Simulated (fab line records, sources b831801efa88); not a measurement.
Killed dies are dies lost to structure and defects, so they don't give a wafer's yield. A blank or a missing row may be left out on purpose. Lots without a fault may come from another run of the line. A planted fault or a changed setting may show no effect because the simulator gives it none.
fab line records | flow sky130 | part 1 of 2: steps 1 to 28 of 40
record lots=5 wafers=15 last_day=50
route steps=708 shown SD_N@354 SD_P@359 RES_XHIGH@360 SALICIDE@361 LI_CONTACT@362 LOCAL_INTERCONNECT@387
lots that met no fault: from a run of the same line without faults
start_h: hours from the record's first day to the start of the lot's first wafer shown | wait_h: hours since the lot's step before | " the same as in the row above | L1.1+2: a row that stands for several wafers | - no value, or no start given | * or withheld: withheld | < > ~ a bound
route shown NAME@n: a module of which the file shows steps, and the number in the route of the first | usual: mean/standard deviation of fault-free wafers | same: alike in all rows | chamber/n: place in a boat | sites: the reading at each site | _std_site: their standard deviation | _edge_site: outer sites' mean less inner sites' | radius_mm: how far each site lies from the wafer's centre | mask NAME#n: copy n | behind: the tool/chamber that last shaped the wafer | hold: why the lot was held/for how many hours/how that ended | device: the transistor (n, p or np) that didn't switch | end of line: the same wafers' tests at the end of the route | a step without rows: its recipe alone | killed: dies lost to structure and defects at the first sort, not the wafer's yield | map: a wafer's dies, x killed, . not, _ none there
set.NAME: the setting as run; set.NAME@STEP: as run at that earlier step | model.NAME: the simulator's own value behind a step, which no gauge read
lots at some steps of the route; a table a step, a row a wafer
services: from which hour (start_h, from the record's first day; less than 0 if before it) a tool's chamber was out of use, for how many hours, and why
## steps
# step SKY_SD_N_TW_MEAS_12
# usual SD_N_TW=3945/67
# columns lot.wafer tool chamber start_h wait_h SD_N_TW
L078.3 film_metro-01 - 663.59 0.1 3858
L078.4 " - " " 3848
L078.5 " - " " 3855
L087.2 film_metro-01 - 746.90 0.1 3875
L087.3 " - " " 3845
L087.5 " - " " 3870
L088.1 film_metro-01 - 759.68 0.1 3860
L088.2 " - " " 3848
L088.3 " - " " 3874
L089.2 film_metro-02 - 762.48 0.1 4030
L089.4 " - " " 4001
L089.5 " - " " 4007
L094.1 film_metro-02 - 837.27 0.1 3988
L094.5 " - " " 4014
L094.6 " - " " 3988
# step SKY_SD_N_CLEAN_13
# recipe chemistry=SC1/SC2 mix=1:4:20 temp_c=70 time_s=150 dry=n2_spin
# columns lot.wafer tool chamber start_h wait_h
L078.3+4+5 wet_bench-01 2 663.63 0.0
L087.2+3+5 wet_bench-02 3 746.95 0.0
L088.1+2+3 wet_bench-03 0 759.74 0.1
L089.2+4+5 wet_bench-03 2 762.53 0.0
L094.1+5+6 wet_bench-01 2 837.33 0.1
# step SKY_SD_N_RTA_14
# recipe temp_c=1075 time_s=2 idle_temp_c=650 ramp_up_c_per_s=150 ramp_down_c_per_s=90 ambient=N2
# usual lamp_power_pct=15.73/0.053 wafer_temp_C_max=1078.0/1.2
# columns lot.wafer tool chamber start_h wait_h lamp_power_pct wafer_temp_C_max
L078.3 rtp_anneal-01 0 663.70 0.0 15.72 1078.3
L078.4 " 0 " " 15.78 1078.9
L078.5 " 0 " " 15.82 1078.1
L087.2 rtp_anneal-02 0 747.02 0.0 15.66 1080.2
L087.3 " 0 " " 15.72 1076.8
L087.5 " 0 " " 15.74 1079.9
L088.1 rtp_anneal-01 0 759.79 0.0 15.79 1078.9
L088.2 " 0 " " 15.73 1079.4
L088.3 " 0 " " 15.72 1077.9
L089.2 rtp_anneal-02 0 762.59 0.0 15.68 1078.5
L089.4 " 0 " " 15.74 1078.2
L089.5 " 0 " " 15.76 1077.9
L094.1 rtp_anneal-02 0 837.38 0.0 15.76 1078.8
L094.5 " 0 " " 15.77 1078.8
L094.6 " 0 " " 15.69 1077.5
# step SKY_SD_N_RS_MEAS_16
# recipe thk_meas_gauge=four-point-probe
# usual SD_N_RS=68.56/0.11
# columns lot.wafer tool chamber start_h wait_h SD_N_RS[ohm/sq]
L078.3 film_metro-04 - 663.89 0.1 68.80
L078.4 " - " " 68.63
L078.5 " - " " 68.63
L087.2 film_metro-04 - 747.20 0.1 68.41
L087.3 " - " " 68.51
L087.5 " - " " 68.39
L088.1 film_metro-02 - 759.97 0.1 68.65
L088.2 " - " " 68.57
L088.3 " - " " 68.65
L089.2 film_metro-04 - 762.77 0.1 68.54
L089.4 " - " " 68.45
L089.5 " - " " 68.38
L094.1 film_metro-02 - 837.56 0.1 68.49
L094.5 " - " " 68.43
L094.6 " - " " 68.45
# step SKY_SD_N_RS_MEAS_17
# recipe thk_meas_gauge=four-point-probe
# usual SD_P_RS=147.0/0.34
# columns lot.wafer tool chamber start_h wait_h SD_P_RS[ohm/sq]
L078.3 film_metro-04 - 664.01 0.1 147.4
L078.4 " - " " 147.4
L078.5 " - " " 147.1
L087.2 film_metro-04 - 747.32 0.1 146.9
L087.3 " - " " 146.3
L087.5 " - " " 146.6
L088.1 film_metro-02 - 760.09 0.1 147.2
L088.2 " - " " 146.8
L088.3 " - " " 147.4
L089.2 film_metro-04 - 762.89 0.1 146.8
L089.4 " - " " 146.7
L089.5 " - " " 147.0
L094.1 film_metro-02 - 837.68 0.1 146.9
L094.5 " - " " 146.3
L094.6 " - " " 146.6
# step SKY_SD_N_RS_MEAS_18
# recipe thk_meas_gauge=four-point-probe
# usual RES_XHIGH_RS=333.3/1.2
# columns lot.wafer tool chamber start_h wait_h RES_XHIGH_RS[ohm/sq]
L078.3 film_metro-04 - 664.13 0.1 331.3
L078.4 " - " " 331.5
L078.5 " - " " 331.8
L087.2 film_metro-04 - 747.44 0.1 333.4
L087.3 " - " " 333.2
L087.5 " - " " 333.5
L088.1 film_metro-02 - 760.21 0.1 334.1
L088.2 " - " " 331.7
L088.3 " - " " 333.0
L089.2 film_metro-04 - 763.01 0.1 334.3
L089.4 " - " " 335.4
L089.5 " - " " 335.4
L094.1 film_metro-02 - 837.80 0.1 333.7
L094.5 " - " " 332.7
L094.6 " - " " 332.4
# step SKY_SALICIDE_CLEAN_00
# recipe chemistry=HF-last time_s=30 dilution=100:1 dry=ipa_marangoni
# columns lot.wafer tool chamber start_h wait_h
L078.3+4+5 wet_bench-04 0 664.21 0.1
L087.2+3+5 wet_bench-04 2 747.54 0.1
L088.1+2+3 wet_bench-01 1 760.33 0.1
L089.2+4+5 wet_bench-04 3 763.11 0.1
L094.1+5+6 wet_bench-01 1 837.92 0.1
# step SKY_LI_CONTACT_HDPCVD_00
# recipe material=PSG target_thk_nm=930 sigma_open_frac=0.3 time_s=155 temp_c=600 sih4_flow_sccm=60 pressure_mtorr=6
# usual sih4_flow_sccm=60.03/0.19
# columns lot.wafer tool chamber start_h wait_h sih4_flow_sccm
L078.3 hdpcvd-01 1 664.23 0.0 59.87
L078.4 " 2 " " 60.08
L078.5 " 0 " " 59.96
L087.2 hdpcvd-01 0 747.56 0.0 59.92
L087.3 " 2 " " 59.80
L087.5 " 1 " " 59.98
L088.1 hdpcvd-02 1 760.34 0.0 60.02
L088.2 " 0 " " 60.35
L088.3 " 2 " " 60.00
L089.2 hdpcvd-01 2 763.13 0.0 59.90
L089.4 " 0 " " 60.30
L089.5 " 1 " " 60.01
L094.1 hdpcvd-02 0 837.93 0.0 59.65
L094.5 " 1 " " 59.91
L094.6 " 2 " " 60.12
# step SKY_LI_CONTACT_THK_MEAS_01
# recipe reads=PSG_of_LI_CONTACT_HDPCVD_00
# usual LI_CONTACT_HDPCVD_THK=933/10
# columns lot.wafer tool chamber start_h wait_h LI_CONTACT_HDPCVD_THK[nm]
L078.3 film_metro-01 - 664.35 0.1 920
L078.4 " - " " 921
L078.5 " - " " 920
L087.2 film_metro-04 - 747.67 0.1 922
L087.3 " - " " 939
L087.5 " - " " 937
L088.1 film_metro-04 - 760.45 0.1 961
L088.2 " - " " 957
L088.3 " - " " 951
L089.2 film_metro-02 - 763.24 0.1 935
L089.4 " - " " 915
L089.5 " - " " 922
L094.1 film_metro-02 - 838.04 0.1 919
L094.5 " - " " 918
L094.6 " - " " 922
# step SKY_LI_CONTACT_CMP_02
# recipe material=PSG down_force_psi=4 platen_rpm=60 pad_velocity_m_s=0.94248
# usual motor_current_A=12.5/1.3 time_to_endpoint_s=33.4/2.8
# columns lot.wafer tool chamber start_h wait_h motor_current_A time_to_endpoint_s
L078.3 cmp-02 2 664.49 0.1 14.4 27.3
L078.4 " 0 " " 11.8 26.4
L078.5 " 2 " " 14.7 27.8
L087.3 cmp-01 3 747.93 0.2 11.5 36.2
L087.2 " 0 " " 14.7 30.8
L087.5 " 0 " " 14.7 32.5
L088.1 cmp-02 0 760.51 0.1 11.4 32.1
L088.2 " 1 " " 11.3 34.3
L088.3 " 2 " " 14.7 28.8
L089.4 cmp-02 3 763.29 0.0 12.2 32.9
L089.2 " 2 " " 14.8 31.0
L089.5 " 3 " " 12.1 33.6
L094.1 cmp-01 3 838.20 0.1 11.6 33.0
L094.5 " 1 " " 13.0 33.8
L094.6 " 2 " " 11.6 32.7
# step SKY_LI_CONTACT_BOW_MEAS_03
# recipe mode=bow
# usual LI_CONTACT_BOW=55/6.4
# columns lot.wafer tool chamber start_h wait_h LI_CONTACT_BOW[um]
L078.3 film_metro-02 - 664.83 0.3 64
L078.4 " - " " 53
L078.5 " - " " 56
L087.2 film_metro-04 - 748.25 0.2 67
L087.3 " - " " 59
L087.5 " - " " 56
L088.1 film_metro-01 - 760.81 0.2 48
L088.2 " - " " 48
L088.3 " - " " 56
L089.2 film_metro-01 - 763.61 0.1 54
L089.4 " - " " 55
L089.5 " - " " 52
L094.1 film_metro-01 - 838.40 0.1 46
L094.5 " - " " 58
L094.6 " - " " 52
# step SKY_LI_CONTACT_DEHYDRATE_04
# recipe temp_c=200 time_s=60
# columns lot.wafer tool chamber start_h wait_h
L078.3+4+5 litho_track-02 0 678.88 14.0
L087.2+3+5 litho_track-01 0 760.91 12.6
L088.1+2+3 litho_track-02 0 774.48 13.7
L089.2+4+5 litho_track-01 0 776.51 12.9
L094.1+5+6 litho_track-03 0 850.76 12.3
# step SKY_LI_CONTACT_HMDS_05
# recipe prime_time_s=60 prime_temp_c=120
# columns lot.wafer tool chamber start_h wait_h
L078.3+4+5 litho_track-02 0 679.03 0.1
L087.2+3+5 litho_track-01 0 761.06 0.1
L088.1+2+3 litho_track-02 0 774.63 0.1
L089.2+4+5 litho_track-01 0 776.66 0.1
L094.1+5+6 litho_track-03 0 850.91 0.1
# step SKY_LI_CONTACT_COAT_06
# recipe resist=BARC temp_c=withheld time_s=withheld spin_rpm=3000 resist_thk_nm=60
# columns lot.wafer tool chamber start_h wait_h
L078.3+4+5 litho_track-02 0 679.18 0.1
L087.2+3+5 litho_track-01 0 761.21 0.1
L088.1+2+3 litho_track-02 0 774.78 0.1
L089.2+4+5 litho_track-01 0 776.81 0.1
L094.1+5+6 litho_track-03 0 851.06 0.1
# step SKY_LI_CONTACT_COAT_07
# recipe resist=KrF-thick spin_rpm=3000 resist_thk_nm=450
# columns lot.wafer tool chamber start_h wait_h
L078.3+4+5 litho_track-02 0 - -
L087.2+3+5 litho_track-01 0 - -
L088.1+2+3 litho_track-02 0 - -
L089.2+4+5 litho_track-01 0 - -
L094.1+5+6 litho_track-03 0 - -
# step SKY_LI_CONTACT_SOFTBAKE_08
# recipe temp_c=100 time_s=90 resist=KrF-thick
# columns lot.wafer tool chamber start_h wait_h
L078.3+4+5 litho_track-02 0 - -
L087.2+3+5 litho_track-01 0 - -
L088.1+2+3 litho_track-02 0 - -
L089.2+4+5 litho_track-01 0 - -
L094.1+5+6 litho_track-03 0 - -
# step SKY_LI_CONTACT_EXPOSE_09
# recipe mask_id=LICM1 na=0.8 source_shape=annular sigma_inner=0.55 sigma_outer=0.85 target_cd_nm=170 dose_mj=38
# usual focus_offset_nm=0.0/0.46
# same sigma_inner=0.55
# columns lot.wafer tool chamber start_h wait_h mask focus_offset_nm
L078.3 krf_scanner-02 0 - - LICM1#0 -0.2
L078.4 " 0 " " LICM1#0 0.2
L078.5 " 0 " " LICM1#0 -0.5
L087.2 krf_scanner-01 0 - - LICM1#0 0.3
L087.3 " 0 " " LICM1#0 0.1
L087.5 " 0 " " LICM1#0 0.0
L088.1 krf_scanner-01 0 - - LICM1#0 1.2
L088.2 " 0 " " LICM1#0 -0.1
L088.3 " 0 " " LICM1#0 0.6
L089.2 krf_scanner-02 0 - - LICM1#0 -0.4
L089.4 " 0 " " LICM1#0 0.0
L089.5 " 0 " " LICM1#0 -0.2
L094.1 krf_scanner-02 0 - - LICM1#0 -0.1
L094.5 " 0 " " LICM1#0 -0.1
L094.6 " 0 " " LICM1#0 -0.9
# step SKY_LI_CONTACT_PEB_10
# recipe peb_temp_c=withheld peb_time_s=withheld resist=KrF-thick
# columns lot.wafer tool chamber start_h wait_h
L078.3+4+5 litho_track-01 0 - -
L087.2+3+5 litho_track-03 0 - -
L088.1+2+3 litho_track-03 0 - -
L089.2+4+5 litho_track-02 0 - -
L094.1+5+6 litho_track-02 0 - -
# step SKY_LI_CONTACT_DEVELOP_11
# recipe develop_time_s=60 resist=KrF-thick dev_temp_c=21
# columns lot.wafer tool chamber start_h wait_h
L078.3+4+5 litho_track-01 0 - -
L087.2+3+5 litho_track-03 0 - -
L088.1+2+3 litho_track-03 0 - -
L089.2+4+5 litho_track-02 0 - -
L094.1+5+6 litho_track-02 0 - -
# step SKY_LI_CONTACT_CD_MEAS_12
# recipe target_cd_nm=170
# usual cd_nm=170.4/1.4
# columns lot.wafer tool chamber start_h wait_h cd_nm
L078.3 cd_sem-01 - 694.38 - 171.1
L078.4 " - " " 168.7
L078.5 " - " " 170.7
L087.2 cd_sem-02 - 775.56 - 170.7
L087.3 " - " " 171.3
L087.5 " - " " 169.4
L088.1 cd_sem-01 - 787.81 - 171.0
L088.2 " - " " 169.9
L088.3 " - " " 171.2
L089.2 cd_sem-02 - 790.10 - 170.5
L089.4 " - " " 171.6
L089.5 " - " " 170.4
L094.1 cd_sem-01 - 864.18 - 169.8
L094.5 " - " " 168.6
L094.6 " - " " 171.3
# step SKY_LI_CONTACT_OVL_MEAS_13
# usual LI_CONTACT_OVL=1/5
# columns lot.wafer tool chamber start_h wait_h LI_CONTACT_OVL[nm]
L078.3 overlay-01 - 694.47 0.1 5
L078.4 " - " " 4
L078.5 " - " " 5
L087.2 overlay-01 - 775.67 0.1 6
L087.3 " - " " -9
L087.5 " - " " 2
L088.1 overlay-01 - 787.93 0.1 3
L088.2 " - " " 2
L088.3 " - " " 10
L089.2 overlay-01 - 790.20 0.1 2
L089.4 " - " " -7
L089.5 " - " " 3
L094.1 overlay-01 - 864.30 0.1 11
L094.5 " - " " 5
L094.6 " - " " 5
# step SKY_LI_CONTACT_ETCH_14
# recipe chemistry=N2/H2 target=BARC ion_energy_ev=200 source_w=500 bias_w=100 pressure_mtorr=30 n2_flow_sccm=100 h2_flow_sccm=200 stop_on=SiO2 time_s=45.9 target_depth_a=600
# usual drypump_motor_current_A=5.5/0.32 n2_flow_sccm=100.0/0.31 oes_product_au=0.854/0.0046 rf_fwd_power_W=494.8/2.4 throttle_valve_pct=13.225/0.0084
# columns lot.wafer tool chamber start_h wait_h drypump_motor_current_A n2_flow_sccm oes_product_au rf_fwd_power_W rf_hours_counter_h throttle_valve_pct
L078.3 rie_diel-04 1 694.49 0.0 4.9 100.1 0.855 490.2 8 13.224
L078.4 " 1 " " 4.9 100.6 0.853 490.5 - 13.231
L078.5 " 2 " " 5.7 100.2 0.853 500.2 - 13.222
L087.2 rie_diel-02 2 775.70 0.0 5.3 100.2 0.849 493.8 14 13.219
L087.3 " 0 " " 5.4 100.5 0.856 496.7 20 13.233
L087.5 " 1 " " 5.5 100.2 0.855 489.5 - 13.238
L088.1 rie_diel-04 1 787.97 0.0 4.9 100.2 0.854 492.6 9 13.215
L088.2 " 3 " " 5.2 100.2 0.857 497.6 8 13.228
L088.3 " 2 " " 5.8 99.9 0.849 494.8 3 13.226
L089.2 rie_diel-04 0 790.23 0.0 5.6 100.0 0.854 492.0 2 13.221
L089.4 " 2 " " 5.8 99.8 0.863 496.9 3 13.218
L089.5 " 3 " " 5.2 99.9 0.846 496.5 - 13.229
L094.1 rie_diel-03 0 864.33 0.0 6.0 99.9 0.850 496.5 10 13.223
L094.5 " 0 " " 6.0 100.4 0.860 493.4 - 13.228
L094.6 " 1 " " 5.8 99.7 0.856 494.5 - 13.213
# step SKY_LI_CONTACT_ETCH_15
# recipe target=PSG chemistry=C4F8/O2/Ar stop_on=Si taper_deg=4.15 mask_material=KrF-thick source_w=1500 bias_w=1200 pressure_mtorr=40 c4f8_flow_sccm=withheld O2_flow_sccm=6 Ar_flow_sccm=300 time_s=withheld target_depth_a=6000
# usual oes_product_au=0.837/0.0041 rf_fwd_power_W=1493/5.8
# columns lot.wafer tool chamber start_h wait_h oes_product_au rf_fwd_power_W
L078.3 rie_diel-04 1 694.54 0.0 0.834 1484
L078.4 " 1 " " 0.827 1488
L078.5 " 2 " " 0.839 1497
L087.2 rie_diel-02 2 775.74 0.0 0.835 1499
L087.3 " 0 " " 0.841 1500
L087.5 " 1 " " 0.834 1480
L088.1 rie_diel-04 1 788.01 0.0 0.836 1485
L088.2 " 3 " " 0.839 1498
L088.3 " 2 " " 0.843 1494
L089.2 rie_diel-04 0 790.28 0.0 0.844 1491
L089.4 " 2 " " 0.838 1499
L089.5 " 3 " " 0.840 1497
L094.1 rie_diel-03 0 864.38 0.0 0.837 1490
L094.5 " 0 " " 0.831 1487
L094.6 " 1 " " 0.839 1491
# step SKY_LI_CONTACT_STRIP_16
# recipe chemistry=O2/N2 power_w=1400 pressure_mtorr=1500 platen_temp_c=withheld o2_flow_sccm=3000 n2_flow_sccm=300 overash_fraction=0.5
# usual drypump_motor_current_A=5.7/0.38 n2_flow_sccm=300.1/0.93 oes_product_au=0.375/0.0051 strip_time_to_endpoint_s=3.487/0.028
# same overash_fraction=0.5
# columns lot.wafer tool chamber start_h wait_h drypump_motor_current_A n2_flow_sccm oes_product_au rf_hours_counter_h strip_time_to_endpoint_s
L078.3 plasma_asher-04 1 694.65 - 5.8 298.4 0.376 - 3.528
L078.4 " 0 " " 6.0 301.6 0.378 - 3.515
L078.5 " 0 " " 6.0 300.1 0.378 - 3.524
L087.2 plasma_asher-03 0 775.87 - 5.1 299.3 0.381 34 3.517
L087.3 " 0 " " 5.1 298.8 0.378 - 3.498
L087.5 " 1 " " 5.7 301.1 0.381 - 3.469
L088.1 plasma_asher-03 1 788.09 - 5.7 300.1 0.381 35 3.512
L088.2 " 0 " " 5.0 299.6 0.370 35 3.467
L088.3 " 1 " " 5.7 301.5 0.375 - 3.525
L089.2 plasma_asher-02 1 790.36 - 5.7 301.0 0.380 100 3.527
L089.4 " 0 " " 6.4 298.7 0.381 - 3.540
L089.5 " 1 " " 5.7 299.7 0.377 - 3.492
L094.1 plasma_asher-04 1 864.46 - 5.9 298.7 0.370 8 3.400
L094.5 " 0 " " 6.0 300.0 0.375 - 3.429
L094.6 " 1 " " 5.8 300.3 0.377 - 3.441
# step SKY_LI_CONTACT_CLEAN_17
# recipe chemistry=NMP time_s=600 temp_c=60 dry=n2_spin
# columns lot.wafer tool chamber start_h wait_h
L078.3+4+5 wet_bench-02 0 694.85 0.2
L087.2+3+5 wet_bench-03 1 775.97 0.1
L088.1+2+3 wet_bench-03 2 788.19 0.1
L089.2+4+5 wet_bench-02 0 790.46 0.1
L094.1+5+6 wet_bench-03 2 864.56 0.1
# step SKY_LI_CONTACT_PRE_CLEAN_18
# recipe gas=Ar time_s=5.6 bias_v=358
# columns lot.wafer tool chamber start_h wait_h
L078.3+4+5 pvd_sputter-04 - 695.20 0.0
L087.2+3+5 pvd_sputter-02 - 776.16 0.0
L088.1+2+3 pvd_sputter-03 - 788.37 0.0
L089.2+4+5 pvd_sputter-04 - 790.81 0.0
L094.1+5+6 pvd_sputter-03 - 864.74 0.0
# step SKY_LI_CONTACT_SPUTTER_19
# recipe material=Ti target_thk_nm=20 chamber_pressure_pa=5 power_w=2500 substrate_temp_c=200 time_s=106.37
# usual throttle_valve_pct=30.3/1.2
# columns lot.wafer tool chamber start_h wait_h throttle_valve_pct
L078.3 pvd_sputter-04 - 695.22 0.0 29.4
L078.4 " - " " 32.5
L078.5 " - " " 29.1
L087.2 pvd_sputter-02 - 776.18 0.0 29.7
L087.3 " - " " 28.3
L087.5 " - " " 30.0
L088.1 pvd_sputter-03 - 788.39 0.0 31.8
L088.2 " - " " 29.6
L088.3 " - " " 29.0
L089.2 pvd_sputter-04 - 790.83 0.0 32.5
L089.4 " - " " 30.4
L089.5 " - " " 32.8
L094.1 pvd_sputter-03 - 864.76 0.0 29.6
L094.5 " - " " 29.0
L094.6 " - " " 31.5
# step SKY_LI_CONTACT_SPUTTER_20
# recipe material=TiN target_thk_nm=20 chamber_pressure_pa=5 power_w=4000 time_s=80
# usual throttle_valve_pct=30.3/1.2
# columns lot.wafer tool chamber start_h wait_h throttle_valve_pct
L078.3 pvd_sputter-04 - 695.29 0.0 29.4
L078.4 " - " " 32.2
L078.5 " - " " 29.4
L087.2 pvd_sputter-02 - 776.26 0.0 29.9
L087.3 " - " " 28.0
L087.5 " - " " 29.8
L088.1 pvd_sputter-03 - 788.46 0.0 32.2
L088.2 " - " " 29.8
L088.3 " - " " 29.0
L089.2 pvd_sputter-04 - 790.91 0.0 32.4
L089.4 " - " " 30.5
L089.5 " - " " 32.4
L094.1 pvd_sputter-03 - 864.83 0.0 29.4
L094.5 " - " " 28.9
L094.6 " - " " 31.0
